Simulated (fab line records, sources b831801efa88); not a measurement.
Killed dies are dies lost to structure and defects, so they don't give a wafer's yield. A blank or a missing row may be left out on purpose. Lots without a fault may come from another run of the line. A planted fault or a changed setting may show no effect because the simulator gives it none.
Which tool did it? | flow gf180mcu | 12 lots, 36 wafers sampled, at 5 steps of a route of 602

WHAT THE GAUGES READ, wafer by wafer
GF_M4_OVL_MEAS_15. Usual: M4_OVL -1 nm, standard deviation 5.9.
lot  | measured     | on         | M4_OVL (nm) | flag
L532 | day 23 09:12 | overlay-02 | 0 -13 -7    |
L537 | day 25 00:12 | overlay-01 | -1 1 4      |
L539 | day 25 15:11 | overlay-02 | -8 -1 1     |
L540 | day 26 04:39 | overlay-02 | 0 -2 2      |
L546 | day 28 15:41 | overlay-02 | -4 0 -2     |
L548 | day 29 17:12 | overlay-01 | -12 7 -5    |
L549 | day 29 18:38 | overlay-01 | 6 8 1       |
L550 | day 30 07:02 | overlay-01 | -6 3 5      |
L551 | day 30 09:47 | overlay-01 | 5 -2 6      |
L553 | day 30 19:50 | overlay-02 | 3 1 -6      |
L554 | day 30 20:03 | overlay-02 | 3 -8 -4     |
L552 | day 30 20:29 | overlay-01 | -2 -7 -10   |

GF_V4_THK_MEAS_01. Usual: V4_CVD_00_THK 599 nm, standard deviation 6.8.
lot  | measured     | on            | V4_CVD_00_THK (nm) | flag
L532 | day 23 10:00 | film_metro-04 | 600 606 609        |
L537 | day 25 00:59 | film_metro-02 | 599 599 599        |
L539 | day 25 15:57 | film_metro-03 | 590 596 590        |
L540 | day 26 05:31 | film_metro-03 | 601 603 607        |
L546 | day 28 16:34 | film_metro-02 | 592 592 592        |
L548 | day 29 18:07 | film_metro-04 | 606 601 604        |
L549 | day 29 19:27 | film_metro-02 | 580 587 581        |
L550 | day 30 07:51 | film_metro-03 | 603 594 604        |
L551 | day 30 10:38 | film_metro-03 | 609 595 608        |
L553 | day 30 20:36 | film_metro-04 | 593 599 591        |
L554 | day 30 20:49 | film_metro-02 | 595 593 594        |
L552 | day 30 21:24 | film_metro-02 | 602 602 597        |

GF_TOP_METAL_CD_MEAS_14: target cd 440 nm. Usual: cd_nm 439.5 nm, standard deviation 2.2.
lot  | measured     | on        | cd_nm (nm)        | flag
L532 | day 28 03:17 | cd_sem-01 | 440.5 440.0 439.6 |
L537 | day 29 13:16 | cd_sem-02 | 444.3 440.9 443.6 |
L539 | day 30 02:17 | cd_sem-02 | 467.9 468.5 468.3 | OFF
L540 | day 30 12:46 | cd_sem-01 | 468.1 470.5 469.0 | OFF
L546 | day 32 15:32 | cd_sem-02 | 437.4 440.2 439.7 |
L548 | day 33 11:52 | cd_sem-02 | 436.8 439.4 440.1 |
L549 | day 33 12:47 | cd_sem-01 | 438.3 438.8 441.4 |
L550 | day 34 00:09 | cd_sem-02 | 436.6 435.5 439.9 |
L551 | day 34 01:54 | cd_sem-01 | 441.4 441.1 444.8 |
L553 | day 34 12:08 | cd_sem-01 | 441.7 442.6 441.7 |
L554 | day 34 12:32 | cd_sem-02 | 442.7 440.5 443.6 |
L552 | day 34 13:11 | cd_sem-02 | 438.4 437.0 439.7 |

WHICH TOOL RAN EACH LOT (tool, then ch and the chambers of the sampled wafers, then the start)
lot  | GF_MIM_CVD_05                   | GF_TOP_METAL_COAT_09
L532 | pecvd-03 ch 0,1,2, day 24 10:58 | litho_track-03 ch 0, day 27 16:49
L537 | pecvd-02 ch 0,1,2, day 26 00:43 | litho_track-02 ch 0, day 29 03:54
L539 | pecvd-02 ch 0,1,2, day 26 15:37 | litho_track-03 ch 0, day 29 16:52
L540 | pecvd-04 ch 1,2, day 27 04:31   | litho_track-03 ch 0, day 30 03:10
L546 | pecvd-02 ch 1,2, day 29 13:37   | litho_track-02 ch 0, day 32 07:45
L548 | pecvd-02 ch 0,1,2, day 30 15:03 | litho_track-03 ch 0, day 33 04:13
L549 | pecvd-04 ch 0,1,2, day 30 15:29 | litho_track-02 ch 0, day 33 04:57
L550 | pecvd-02 ch 0,1,2, day 31 04:10 | litho_track-03 ch 0, day 33 16:05
L551 | pecvd-04 ch 0,2, day 31 05:39   | litho_track-02 ch 0, day 33 18:30
L553 | pecvd-03 ch 0,1,2, day 31 16:08 | litho_track-03 ch 0, day 34 03:49
L554 | pecvd-04 ch 1,2, day 31 16:29   | litho_track-02 ch 0, day 34 04:31
L552 | pecvd-03 ch 1,2, day 31 16:50   | litho_track-03 ch 0, day 34 05:02
- GF_MIM_CVD_05: deposits Si3N4, target thk 42 nm, time 29.086 s.
- GF_TOP_METAL_COAT_09: resist thk 1500 nm.

WHAT THE TOOLS THEMSELVES READ (means of the sampled wafers that have a number; where no wafer has one, the mark that the record gives instead)
GF_MIM_CVD_05. Usual: heater_power_w 707 W, standard deviation 65.
lot  | tool     | heater_power_w (W) | flag
L532 | pecvd-03 | 692                |
L537 | pecvd-02 | 706                |
L539 | pecvd-02 | 739                |
L540 | pecvd-04 | 643                |
L546 | pecvd-02 | 695                |
L548 | pecvd-02 | 715                |
L549 | pecvd-04 | 718                |
L550 | pecvd-02 | 765                |
L551 | pecvd-04 | 642                |
L553 | pecvd-03 | 750                |
L554 | pecvd-04 | 658                |
L552 | pecvd-03 | 681                |

GF_TOP_METAL_COAT_09. Usual: spin_speed_rpm 3000.2 rpm, standard deviation 1.9.
lot  | tool           | spin_speed_rpm (rpm) | flag
L532 | litho_track-03 | 3000.8               |
L537 | litho_track-02 | 2999.1               |
L539 | litho_track-03 | 3001.1               |
L540 | litho_track-03 | 3001.5               |
L546 | litho_track-02 | 2999.9               |
L548 | litho_track-03 | 3000.4               |
L549 | litho_track-02 | 2999.9               |
L550 | litho_track-03 | 2999.0               |
L551 | litho_track-02 | 3000.8               |
L553 | litho_track-03 | 3000.2               |
L554 | litho_track-02 | 3002.8               |
L552 | litho_track-03 | 3001.3               |

THE ANSWER, worked out from the rows above alone
Rule: a lot is off if the mean of its wafers that have a number lies more than 3 standard deviations from the usual mean. A lot without any number at a reading at which 4 lots or more have one is off too. The other lots that the step has rows for count as sound. The gauges are gone through in route order, then the tools' own readings, and for those a lot's mean is taken as printed above. The first step at which some lot is off is used, and at that step the reading that is off furthest; a lot without a number counts as furthest.
Off: L539, L540, at GF_TOP_METAL_CD_MEAS_14 (cd_nm).
A tool fits if, at a process step before that reading, it ran every lot that is off, and no sound lot after the first of them. The gauges at GF_TOP_METAL_CD_MEAS_14 are tried like those tools. None of those tried fits.

WHAT THE SIMULATOR HAD PUT IN
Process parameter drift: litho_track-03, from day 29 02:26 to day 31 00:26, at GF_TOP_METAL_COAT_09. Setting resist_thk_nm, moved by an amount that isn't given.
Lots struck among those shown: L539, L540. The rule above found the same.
